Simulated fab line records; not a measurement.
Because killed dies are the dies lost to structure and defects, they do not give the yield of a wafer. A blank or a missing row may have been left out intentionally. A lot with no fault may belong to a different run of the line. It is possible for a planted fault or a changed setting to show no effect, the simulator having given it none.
fab line records	flow sky130
[record] lots = 6	wafers = 18	last-day = 50
route steps=708 shown POLY_GATE@222 PAD_OPEN@708
lots that met no fault: taken from a fault-free run of the same line
start-h: hours from the record's first day to the start of the lot's first wafer shown	wait-h: hours from the lot's prior step to this one	" repeats the value in the row above	L1.1+2: several wafers, shown together as one row	- value missing, or start not given	* or withheld: withheld	< > ~ a bound
route shown NAME@n: names a module that has steps shown in the file, with the first one's number in the route	usual: average and standard deviation across the fault-free wafers	same: alike in all rows	chamber/n: place in a boat	sites: the reading at each site	_std_site: standard deviation of those values	_edge_site: inner sites' mean taken away from outer sites' mean	radius-mm: how far each site lies from the wafer's centre	mask NAME#n: copy n	behind: tool/chamber where the wafer was last shaped	hold: cause of the lot's hold/its duration in hours/its outcome	device: transistor that didn't switch, given as n, p or np	end of line: the route-end tests of the same wafers	where a step has no rows: the recipe by itself	killed: count of dies lost to structure and defects at first sort (not the wafer's yield)	map: per-die view of a wafer (x killed, . not killed, _ where there is no die)
set.NAME: setting as actually run; set.NAME@STEP: the setting as run at that earlier step	model.NAME: the simulator's own value behind a step, which no gauge read
lots at some steps of the route; a table a step, a row a wafer
services: when a tool's chamber went out of use (start-h, in hours from the record's first day, below 0 if earlier), for how many hours, and the reason
[[steps]]
[step SKY_POLY_GATE_COAT_08]
[recipe] resist = KrF-thick	spin-rpm = 3000	resist-thk-nm = 450
[step SKY_POLY_GATE_SOFTBAKE_09]
[recipe] temp-c = 100	time-s = 90	resist = KrF-thick
[step SKY_POLY_GATE_EXPOSE_10]
[recipe] mask-id = P1M	na = 0.68	source-shape = conventional	sigma-outer = 0.6	target-cd-nm = 150	dose-mj = 28
[step SKY_POLY_GATE_PEB_11]
[recipe] peb-temp-c = withheld	peb-time-s = withheld	resist = KrF-thick
[step SKY_POLY_GATE_DEVELOP_12]
[recipe] develop-time-s = 60	resist = KrF-thick	dev-temp-c = 21
[step SKY_POLY_GATE_CD_MEAS_13]
[recipe] target-cd-nm = 150
[usual] cd-nm = 149.6/1.5
lot.wafer	tool	chamber	start-h	wait-h	cd-nm
L418.1	cd-sem-02	-	460.64	-	152.7
L418.5	"	-	"	"	151.8
L418.6	"	-	"	"	150.2
L421.1	cd-sem-01	-	490.67	-	151.3
L421.3	"	-	"	"	150.8
L421.5	"	-	"	"	150.5
L422.4	cd-sem-02	-	508.63	-	152.8
L422.5	"	-	"	"	152.4
L422.6	"	-	"	"	152.3
L428.1	cd-sem-01	-	538.19	-	149.8
L428.2	"	-	"	"	150.7
L428.6	"	-	"	"	148.9
L430.1	cd-sem-01	-	569.58	-	149.3
L430.4	"	-	"	"	147.9
L430.6	"	-	"	"	148.6
L432.3	cd-sem-01	-	585.56	-	150.3
L432.4	"	-	"	"	150.6
L432.6	"	-	"	"	150.8
[step SKY_POLY_GATE_OVL_MEAS_14]
[usual] POLY_GATE_OVL = 1/5.6
lot.wafer	tool	chamber	start-h	wait-h	POLY_GATE_OVL[nm]
L418.1	overlay-02	-	460.76	0.1	8
L418.5	"	-	"	"	2
L418.6	"	-	"	"	5
L421.1	overlay-02	-	490.79	0.1	-4
L421.3	"	-	"	"	-1
L421.5	"	-	"	"	-3
L422.4	overlay-01	-	508.71	0.1	1
L422.5	"	-	"	"	3
L422.6	"	-	"	"	0
L428.1	overlay-02	-	538.31	0.1	-5
L428.2	"	-	"	"	1
L428.6	"	-	"	"	-2
L430.1	overlay-01	-	569.70	0.1	2
L430.4	"	-	"	"	1
L430.6	"	-	"	"	4
L432.3	overlay-01	-	585.65	0.1	0
L432.4	"	-	"	"	6
L432.6	"	-	"	"	7
[step SKY_POLY_GATE_ETCH_15]
[recipe] chemistry = N2/H2	target = BARC	ion-energy-ev = 200	source-w = 500	bias-w = 100	pressure-mtorr = 30	n2-flow-sccm = 100	h2-flow-sccm = 200	stop-on = SiO2	time-s = 118.5	target-depth-a = 1100
[usual] drypump-motor-current-A = 5.9/0.43	oes-product-au = 0.715/0.0046	throttle-valve-pct = 13.213/0.0091
lot.wafer	tool	chamber	start-h	wait-h	drypump-motor-current-A	oes-product-au	rf-hours-counter-h	throttle-valve-pct
L418.1	rie-diel-02	2	460.80	0.0	5.9	0.715	5	13.214
L418.5	"	1	"	"	6.1	0.717	-	13.213
L418.6	"	0	"	"	6.3	0.718	-	13.214
L421.1	rie-diel-02	3	490.83	0.0	6.3	0.710	0	13.201
L421.3	"	1	"	"	6.1	0.712	2	13.237
L421.5	"	2	"	"	6.0	0.714	-	13.217
L422.4	rie-diel-03	0	508.73	0.0	5.1	0.716	6	13.199
L422.5	"	3	"	"	5.9	0.719	-	13.208
L422.6	"	2	"	"	5.6	0.714	-	13.209
L428.1	rie-diel-02	3	538.34	0.0	6.3	0.710	1	13.218
L428.2	"	1	"	"	6.2	0.716	3	13.229
L428.6	"	2	"	"	6.0	0.715	-	13.223
L430.1	rie-diel-02	1	569.73	0.0	6.2	0.718	4	13.193
L430.4	"	1	"	"	6.1	0.719	-	13.230
L430.6	"	2	"	"	5.9	0.727	-	13.209
L432.3	rie-diel-03	1	585.68	0.0	5.4	0.710	17	13.223
L432.4	"	3	"	"	5.9	0.715	7	13.194
L432.6	"	3	"	"	5.9	0.709	-	13.215
[step SKY_POLY_GATE_ETCH_16]
[recipe] stop-on = poly-Si	chemistry = CH3F/O2	target = Si3N4	source-w = 400	bias-w = 76.98	pressure-mtorr = 25	ch3f-flow-sccm = 40	O2_flow_sccm = 30	time-s = 147.5	target-depth-a = 750
[usual] O2_flow_sccm = 29.99/0.092	drypump-motor-current-A = 5.9/0.43	oes-product-au = 0.641/0.0048	throttle-valve-pct = 10.534/0.0093
lot.wafer	tool	chamber	start-h	wait-h	O2_flow_sccm	drypump-motor-current-A	oes-product-au	rf-hours-counter-h	throttle-valve-pct
L418.1	rie-diel-02	2	460.88	0.0	30.00	6.0	0.642	5	10.515
L418.5	"	1	"	"	29.97	6.2	0.635	-	10.537
L418.6	"	0	"	"	29.95	6.4	0.635	-	10.540
L421.1	rie-diel-02	3	490.91	0.0	30.04	6.3	0.642	1	10.531
L421.3	"	1	"	"	30.06	6.2	0.640	2	10.544
L421.5	"	2	"	"	29.85	6.0	0.650	-	10.549
L422.4	rie-diel-03	0	508.81	0.0	29.95	5.1	0.634	6	10.531
L422.5	"	3	"	"	29.93	5.9	0.638	-	10.540
L422.6	"	2	"	"	30.00	5.6	0.642	-	10.547
L428.1	rie-diel-02	3	538.43	0.0	30.10	6.3	0.637	1	10.539
L428.2	"	1	"	"	29.93	6.2	0.628	3	10.536
L428.6	"	2	"	"	30.02	5.9	0.643	-	10.512
L430.1	rie-diel-02	1	569.82	0.0	29.95	6.2	0.645	4	10.536
L430.4	"	1	"	"	29.99	6.2	0.642	-	10.538
L430.6	"	2	"	"	29.97	6.0	0.637	-	10.527
L432.3	rie-diel-03	1	585.76	0.0	29.91	5.4	0.641	17	10.532
L432.4	"	3	"	"	30.07	5.9	0.634	8	10.545
L432.6	"	3	"	"	30.00	5.9	0.642	-	10.545
[step SKY_POLY_GATE_ETCH_17]
[recipe] target-depth-nm = 180	stop-on = SiO2	over-etch-frac = 0.56667	chemistry = HBr/Cl2	target = poly-Si	icp-w = 400	bias-w = 100	pressure-mtorr = 10	HBr_flow_sccm = 150	Cl2_flow_sccm = 50	time-s = 70.5
[usual] drypump-motor-current-A = 5.4/0.41	oes-product-au = 0.988/0.0069	throttle-valve-pct = 33.686/0.01
lot.wafer	tool	chamber	start-h	wait-h	drypump-motor-current-A	oes-product-au	rf-hours-counter-h	throttle-valve-pct
L418.1	rie-si-02	3	460.98	0.0	5.1	0.983	1	33.681
L418.5	"	1	"	"	5.0	0.981	-	33.684
L418.6	"	0	"	"	5.7	0.985	-	33.680
L421.1	rie-si-02	3	491.01	0.0	5.1	0.988	1	33.696
L421.3	"	2	"	"	5.7	0.977	26	33.701
L421.5	"	2	"	"	5.7	0.992	-	33.684
L422.4	rie-si-01	1	508.91	0.0	5.6	0.987	3	33.697
L422.5	"	0	"	"	4.8	0.987	-	33.690
L422.6	"	1	"	"	5.5	0.982	-	33.690
L428.1	rie-si-01	1	538.53	0.0	5.5	1.000	3	33.679
L428.2	"	2	"	"	5.1	0.989	42	33.680
L428.6	"	2	"	"	5.1	0.989	-	33.691
L430.1	rie-si-02	3	569.92	0.0	5.1	0.985	1	33.669
L430.4	"	0	"	"	5.7	0.997	0	33.680
L430.6	"	0	"	"	5.7	0.995	-	33.692
L432.3	rie-si-01	0	585.86	0.0	4.8	1.001	6	33.689
L432.4	"	3	"	"	6.0	0.993	1	33.674
L432.6	"	1	"	"	5.5	0.997	-	33.670
[step SKY_POLY_GATE_STRIP_18]
[recipe] chemistry = O2/N2	power-w = 1400	pressure-mtorr = 1500	platen-temp-c = withheld	o2-flow-sccm = 3000	n2-flow-sccm = 300	overash-fraction = 0.5
[usual] drypump-motor-current-A = 5.6/0.43	oes-product-au = 0.361/0.0053	strip-time-to-endpoint-s = 3.18/0.032
lot.wafer	tool	chamber	start-h	wait-h	drypump-motor-current-A	oes-product-au	rf-hours-counter-h	strip-time-to-endpoint-s
L418.1	plasma-asher-03	1	461.03	0.0	5.7	0.358	80	3.20
L418.5	"	1	"	"	5.7	0.359	-	3.20
L418.6	"	0	"	"	6.2	0.366	-	3.19
L421.1	plasma-asher-04	0	491.06	0.0	6.0	0.359	6	3.12
L421.3	"	1	"	"	5.0	0.372	-	3.18
L421.5	"	0	"	"	5.9	0.359	-	3.17
L422.4	plasma-asher-03	1	509.00	0.1	5.7	0.363	-	3.18
L422.5	"	0	"	"	6.2	0.364	-	3.16
L422.6	"	1	"	"	5.7	0.360	-	3.18
L428.1	plasma-asher-04	0	538.58	0.0	5.9	0.357	11	3.16
L428.2	"	1	"	"	5.0	0.355	11	3.20
L428.6	"	1	"	"	5.0	0.361	-	3.22
L430.1	plasma-asher-04	1	569.97	0.0	5.0	0.360	14	3.18
L430.4	"	1	"	"	5.0	0.362	-	3.16
L430.6	"	0	"	"	5.9	0.364	-	3.14
L432.3	plasma-asher-04	0	585.95	0.1	5.9	0.368	-	3.16
L432.4	"	1	"	"	4.9	0.360	-	3.15
L432.6	"	1	"	"	4.9	0.356	-	3.16
[step SKY_POLY_GATE_CLEAN_19]
[recipe] chemistry = SC1/SC2	mix = 1:4:20	temp-c = 70	time-s = 150	dry = n2-spin
[step SKY_POLY_GATE_OXIDATION_20]
[recipe] temp-c = 850	ambient = O2	stabilise-s = 600	purge-s = 300	target-thk-a = 40	ox-time-s = 899
[usual] spike-tc-bottom-C = 872.5/1.1	spike-tc-centre-C = 850.6/0.93	spike-tc-lower-C = 851.8/0.97	spike-tc-top-C = 862.3/1.4	spike-tc-upper-C = 850.1/1	zone-power-centre-pct = 16.9/0.39	zone-power-top-pct = 28.5/0.57
lot.wafer	tool	chamber	start-h	wait-h	spike-tc-bottom-C	spike-tc-centre-C	spike-tc-lower-C	spike-tc-top-C	spike-tc-upper-C	zone-power-centre-pct	zone-power-top-pct	model.SiO2_of_POLY_GATE_OXIDATION_20.thk-nm
L418.1	furnace-01	0	462.47	1.3	873.8	850.4	851.8	861.6	850.0	16.5	29.3	4.029
L418.5	"	0	"	"	873.9	851.1	851.5	863.6	849.2	16.8	29.0	4.018
L418.6	"	0	"	"	873.5	850.9	854.1	862.4	848.2	16.8	29.4	4.063
L421.1	furnace-01	0	491.57	0.4	902.7	880.2	883.1	892.6	882.0	18.3	30.2	5.861
L421.3	"	0	"	"	903.9	881.7	883.9	890.9	880.2	17.8	30.5	5.881
L421.5	"	0	"	"	901.8	882.2	883.6	890.5	880.8	18.0	31.1	5.904
L422.4	furnace-01	0	509.11	0.0	902.6	881.7	883.7	891.9	879.5	17.9	30.1	5.836
L422.5	"	0	"	"	901.2	880.0	882.3	890.9	879.6	17.7	30.4	5.913
L422.6	"	0	"	"	901.1	881.0	882.0	893.7	880.0	18.2	30.8	5.89
L428.1	furnace-02	0	539.44	0.7	870.9	849.5	851.5	863.6	850.5	17.2	27.7	4.024
L428.2	"	0	"	"	870.8	850.8	852.3	862.7	850.1	17.4	27.7	3.931
L428.6	"	0	"	"	872.8	851.7	851.3	863.1	849.5	17.4	28.3	4.02
L430.1	furnace-02	0	570.46	0.3	874.7	849.8	852.8	863.7	850.8	17.4	28.5	3.985
L430.4	"	0	"	"	872.1	850.8	850.8	864.0	851.1	17.6	27.8	4.062
L430.6	"	0	"	"	872.6	851.6	851.2	862.9	850.8	17.6	28.2	4.013
L432.3	furnace-02	0	586.11	0.0	871.1	849.6	852.1	863.3	852.8	17.5	27.8	4.063
L432.4	"	0	"	"	871.1	851.7	851.3	863.5	849.9	17.0	28.4	4.099
L432.6	"	0	"	"	870.6	849.9	852.4	864.2	850.5	17.5	27.8	4.078
[step SKY_POLY_GATE_THK_MEAS_21]
[recipe] reads = SiO2_of_POLY_GATE_OXIDATION_20
[usual] POLY_GATE_OXIDATION_THK = 4.03/0.069
lot.wafer	tool	chamber	start-h	wait-h	POLY_GATE_OXIDATION_THK[nm]
L418.1	film-metro-01	-	463.72	0.0	4.02
L418.5	"	-	"	"	3.99
L418.6	"	-	"	"	4.04
L421.1	film-metro-01	-	492.82	0.0	5.90
L421.3	"	-	"	"	5.88
L421.5	"	-	"	"	5.86
L422.4	film-metro-02	-	510.39	0.0	5.84
L422.5	"	-	"	"	5.91
L422.6	"	-	"	"	5.90
L428.1	film-metro-02	-	540.69	0.0	4.07
L428.2	"	-	"	"	3.87
L428.6	"	-	"	"	4.05
L430.1	film-metro-02	-	571.71	0.0	3.97
L430.4	"	-	"	"	4.08
L430.6	"	-	"	"	3.99
L432.3	film-metro-02	-	587.38	0.0	4.09
L432.4	"	-	"	"	4.10
L432.6	"	-	"	"	4.07
[step SKY_POLY_GATE_CD_MEAS_22]
[usual] cd-nm = 148.8/2.8
lot.wafer	tool	chamber	start-h	wait-h	cd-nm
L418.1	cd-sem-02	-	463.78	0.1	149.6
L418.5	"	-	"	"	150.3
L418.6	"	-	"	"	150.7
L421.1	cd-sem-02	-	492.88	0.1	151.7
L421.3	"	-	"	"	145.2
L421.5	"	-	"	"	147.3
L422.4	cd-sem-02	-	510.51	0.1	152.4
L422.5	"	-	"	"	148.6
L422.6	"	-	"	"	150.4
L428.1	cd-sem-01	-	540.75	0.1	153.1
L428.2	"	-	"	"	149.6
L428.6	"	-	"	"	150.2
L430.1	cd-sem-02	-	571.77	0.1	147.2
L430.4	"	-	"	"	148.3
L430.6	"	-	"	"	153.3
L432.3	cd-sem-01	-	587.48	0.1	149.8
L432.4	"	-	"	"	144.6
L432.6	"	-	"	"	146.9
[step SKY_PAD_OPEN_PROBE_99]
[usual] killed_at_M0_to_M3 = 44/7.6	killed_at_M4_up = 3.2/1.7	killed-at-contacts = 24/5.7	killed-at-front-end = 16/3.9	killed-at-other = 0.2/0.45	killed-dies = 87/9.5	killed-open = 47/6.9	killed-short = 40/5.8
[same] gross-dies = 492	killed-at-back-side = 0
lot.wafer	tool	chamber	start-h	wait-h	killed_at_M0_to_M3	killed_at_M4_up	killed-at-contacts	killed-at-front-end	killed-at-other	killed-dies	killed-open	killed-short	model.etest.tip-sonos.rs-ohm-sq	model.etest.tip-p.rs-ohm-sq	model.etest.pfet_01v8.r-on-ohm-um	model.etest.res-pdiff.line-ohm-um	model.etest.tip-n.rs-ohm-sq	model.etest.res-ndiff.line-ohm-um	model.etest.res-pdiff.rs-ohm-sq	model.etest.pfet_01v8.drive-ua-um
L418.1	prober-02	-	1130.05	0.1	51	1	26	13	0	91	55	36	2691	6742	2906	1360	442.6	744.2	198.4	191.2
L418.5	prober-02	-	1130.25	0.2	40	3	19	16	0	78	37	41	2712	6764	2891	1362	442.6	767.3	198.7	193.2
L418.6	prober-02	-	1130.30	0.2	49	2	19	21	0	91	52	39	2656	6694	2903	1381	443.3	754.2	198.2	192.9
L421.1	prober-01	-	1146.18	0.1	49	5	17	8	0	79	43	36	3022	7122	3053	1460	478.5	778.9	203.5	181
L421.3	prober-01	-	1146.28	0.2	39	3	31	8	0	81	45	36	2994	7181	2963	1440	475.1	793.8	205.3	188.3
L421.5	prober-01	-	1146.38	0.2	40	3	19	16	1	79	38	41	2981	7126	2998	1444	481.5	794.8	205.7	184.2
L422.4	prober-02	-	1163.32	0.2	42	4	32	23	1	102	68	34	3045	7168	3026	1414	478.6	793.4	205	182
L422.5	prober-02	-	1163.37	0.2	47	5	27	20	0	99	46	53	3080	7191	2993	1455	481.7	812.2	206.5	185.2
L422.6	prober-02	-	1163.42	0.2	54	2	30	14	0	100	56	44	3072	7130	3038	1444	477.1	811.4	205.8	183.9
L428.1	prober-02	-	1181.85	0.1	43	1	24	12	0	80	42	38	2633	6712	2844	1357	445.7	758.3	197.1	194.8
L428.2	prober-02	-	1181.90	0.1	37	2	26	18	0	83	45	38	2605	6735	2828	1349	446.1	755.6	196.2	198.6
L428.6	prober-02	-	1182.10	0.2	38	3	22	17	0	80	41	39	2623	6731	2826	1371	440.6	773	196.7	199.1
L430.1	prober-02	-	1196.04	0.1	39	3	31	17	0	90	49	41	2780	6887	2896	1368	440.1	756	196.8	194.1
L430.4	prober-02	-	1196.19	0.2	43	5	16	14	1	79	42	37	2740	6864	2936	1367	439.6	773.5	199.4	189.2
L430.6	prober-02	-	1196.29	0.2	28	3	28	9	0	68	41	27	2759	6902	2985	1390	441.2	781.7	196.8	184.3
L432.3	prober-02	-	1203.79	0.2	44	3	24	10	0	81	40	41	2763	6886	2993	1367	438.8	766.8	196.7	185.7
L432.4	prober-02	-	1203.84	0.2	42	0	26	13	0	81	45	36	2760	6902	2910	1399	441.2	780.7	197.1	191.8
L432.6	prober-02	-	1203.94	0.2	41	1	23	16	0	81	44	37	2809	6960	2966	1395	438.6	772.2	196.7	188.2
// killed by level:class
L418.1 VIA1:geometric-particle:open=14 VIA2:geometric-particle:open=11 CONTACT:geometric-particle:open=10 CONTACT:geometric-particle:short=7 METAL1:geometric-particle:short=7 VIA1:geometric-particle:short=5 LI_CONTACT:geometric-particle:open=4 VIA3:geometric-particle:open=4
L418.5 VIA1:geometric-particle:open=13 VIA3:geometric-particle:short=7 VIA1:geometric-particle:short=7 CONTACT:geometric-particle:open=6 FIELD_ISO:geometric-particle:short=5 LI_CONTACT:geometric-particle:open=5 CONTACT:geometric-particle:short=4 VIA2:geometric-particle:open=4
L418.6 VIA1:geometric-particle:open=16 LI_CONTACT:geometric-particle:open=9 POLY_GATE:geometric-particle:open=6 POLY_GATE:geometric-particle:short=5 VIA1:geometric-particle:short=5 METAL2:geometric-particle:short=5 FIELD_ISO:geometric-particle:short=4 FIELD_ISO:geometric-particle:open=4
L421.1 VIA1:geometric-particle:open=11 CONTACT:geometric-particle:open=9 VIA2:geometric-particle:short=9 VIA2:geometric-particle:open=6 METAL1:geometric-particle:short=5 METAL4:geometric-particle:short=5 METAL3:geometric-particle:short=4 LI_CONTACT:geometric-particle:open=3
L421.3 CONTACT:geometric-particle:open=12 VIA3:geometric-particle:open=9 CONTACT:geometric-particle:short=7 VIA1:geometric-particle:open=7 LI_CONTACT:geometric-particle:open=6 METAL2:geometric-particle:short=6 VIA2:geometric-particle:short=4 FIELD_ISO:geometric-particle:open=3
L421.5 VIA3:geometric-particle:open=9 LI_CONTACT:geometric-particle:open=6 VIA1:geometric-particle:open=6 POLY_GATE:geometric-particle:short=5 CONTACT:geometric-particle:open=4 CONTACT:geometric-particle:short=4 METAL2:geometric-particle:short=4 VIA2:geometric-particle:short=4
L422.4 LI_CONTACT:geometric-particle:open=11 CONTACT:geometric-particle:open=10 VIA1:geometric-particle:open=9 FIELD_ISO:geometric-particle:open=7 VIA2:geometric-particle:open=7 FIELD_ISO:geometric-particle:short=6 VIA3:geometric-particle:open=6 METAL1:geometric-particle:short=5
L422.5 VIA1:geometric-particle:open=15 CONTACT:geometric-particle:open=8 VIA2:geometric-particle:open=7 METAL2:geometric-particle:short=7 LOCAL_INTERCONNECT:geometric-particle:short=6 FIELD_ISO:geometric-particle:short=5 POLY_GATE:geometric-particle:short=5 CONTACT:geometric-particle:short=5
L422.6 LI_CONTACT:geometric-particle:open=11 VIA3:geometric-particle:open=11 CONTACT:geometric-particle:open=9 VIA1:geometric-particle:open=9 METAL2:geometric-particle:short=8 LOCAL_INTERCONNECT:geometric-particle:short=7 VIA3:geometric-particle:short=6 POLY_GATE:geometric-particle:short=5
L428.1 VIA1:geometric-particle:open=9 CONTACT:geometric-particle:open=8 METAL1:geometric-particle:short=8 METAL2:geometric-particle:short=6 VIA2:geometric-particle:open=6 LI_CONTACT:geometric-particle:open=5 LOCAL_INTERCONNECT:geometric-particle:short=5 POLY_GATE:geometric-particle:short=4
L428.2 CONTACT:geometric-particle:open=9 VIA1:geometric-particle:open=9 LI_CONTACT:geometric-particle:open=7 METAL1:geometric-particle:short=6 VIA3:geometric-particle:open=6 POLY_GATE:geometric-particle:short=5 POLY_GATE:geometric-particle:open=5 METAL2:geometric-particle:short=4
L428.6 METAL2:geometric-particle:short=9 CONTACT:geometric-particle:open=7 LI_CONTACT:geometric-particle:open=6 VIA3:geometric-particle:open=6 FIELD_ISO:geometric-particle:short=5 LI_CONTACT:geometric-particle:short=4 METAL1:geometric-particle:short=4 VIA1:geometric-particle:open=4
L430.1 CONTACT:geometric-particle:open=15 METAL1:geometric-particle:short=9 FIELD_ISO:geometric-particle:open=8 LI_CONTACT:geometric-particle:open=8 VIA1:geometric-particle:open=8 METAL2:geometric-particle:short=6 CONTACT:geometric-particle:short=4 VIA1:geometric-particle:short=4
L430.4 VIA1:geometric-particle:open=15 CONTACT:geometric-particle:open=10 METAL1:geometric-particle:short=7 VIA2:geometric-particle:short=5 FIELD_ISO:geometric-particle:open=4 VIA3:geometric-particle:short=4 FIELD_ISO:geometric-particle:short=3 SPACER:geometric-particle:open=3
L430.6 CONTACT:geometric-particle:open=9 LI_CONTACT:geometric-particle:open=8 VIA1:geometric-particle:open=6 METAL1:geometric-particle:short=5 CONTACT:geometric-particle:short=4 VIA2:geometric-particle:open=4 FIELD_ISO:geometric-particle:short=3 POLY_GATE:geometric-particle:open=3
L432.3 CONTACT:geometric-particle:open=12 METAL2:geometric-particle:short=7 METAL1:geometric-particle:short=7 VIA1:geometric-particle:open=7 VIA2:geometric-particle:open=7 VIA3:geometric-particle:open=6 CONTACT:geometric-particle:short=5 FIELD_ISO:geometric-particle:short=4
L432.4 CONTACT:geometric-particle:open=10 VIA2:geometric-particle:open=8 LI_CONTACT:geometric-particle:open=7 METAL2:geometric-particle:short=7 VIA3:geometric-particle:open=6 VIA1:geometric-particle:short=5 VIA1:geometric-particle:open=5 FIELD_ISO:geometric-particle:open=4
L432.6 VIA1:geometric-particle:open=13 CONTACT:geometric-particle:open=11 POLY_GATE:geometric-particle:short=5 VIA1:geometric-particle:short=5 VIA2:geometric-particle:open=5 FIELD_ISO:geometric-particle:short=4 FIELD_ISO:geometric-particle:open=4 CONTACT:geometric-particle:short=4
[[services]]
tool	chamber	start-h	hours	kind
rie-diel-02	3	445.18	-	clean
rie-diel-02	3	445.18	15.2	scheduled-down
rie-diel-02	3	445.18	15.2	vent-cycle
rie-si-02	-	445.90	4.3	pm
rie-si-02	1	478.67	15.9	repair
furnace-02	-	482.25	3.7	pm
furnace-02	-	492.82	3.4	pm
rie-si-02	0	501.80	-	clean
rie-si-02	0	501.80	22.4	scheduled-down
rie-si-02	0	501.80	22.4	vent-cycle
plasma-asher-03	-	519.62	1.0	repair
rie-diel-03	2	526.95	1.6	repair
furnace-01	-	537.17	4.7	pm
plasma-asher-03	-	547.39	15.6	pm
rie-diel-03	0	554.90	5.5	repair
rie-si-01	2	557.38	-	clean
rie-si-01	2	557.38	15.4	scheduled-down
rie-si-01	2	557.38	15.4	vent-cycle
rie-diel-02	0	559.08	-	clean
rie-diel-02	0	559.08	25.2	scheduled-down
rie-diel-02	0	559.08	25.2	vent-cycle
plasma-asher-04	-	564.27	4.8	repair
[[key]]
[first-sign] step = SKY_POLY_GATE_OXIDATION_20	reading = spike-tc-centre-C	direction = up	sigmas = 33	usual = 850.6	struck = 881.1
[effect] step = SKY_POLY_GATE_OXIDATION_20	reading = spike-tc-lower-C	direction = up	sigmas = 32	usual = 851.8	struck = 883.1
[effect] step = SKY_POLY_GATE_THK_MEAS_21	reading = POLY_GATE_OXIDATION_THK	direction = up	sigmas = 27	usual = 4.03	struck = 5.88
[model-effect] step = SKY_POLY_GATE_OXIDATION_20	value = SiO2_of_POLY_GATE_OXIDATION_20.thk-nm	without = 4.062	struck = 5.881
[model-effect] step = SKY_PAD_OPEN_PROBE_99	value = etest.tip-sonos.rs-ohm-sq	without = 2683	struck = 3032
met-at SKY_POLY_GATE_OXIDATION_20
struck-wafers L421.1,L421.3,L421.5,L422.4,L422.5,L422.6
tester-left-out L421,L422
onset-between 462.47 491.57
[fault] kind = process-parameter-drift	tool = furnace-01	chamber = -	onset-h = 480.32	steps = SKY_POLY_GATE_OXIDATION_20	channel = temp-c	offset = *	shape = step	end-h = 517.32	acts-in = *	stated = *
// tester-left-out: of these lots the tester's yield and bins aren't shown, on N5 and GAA mostly nor the transistor test; their killed dies are dies lost to structure and defects alone, not to doping, threshold or leakage, so they don't give the yield
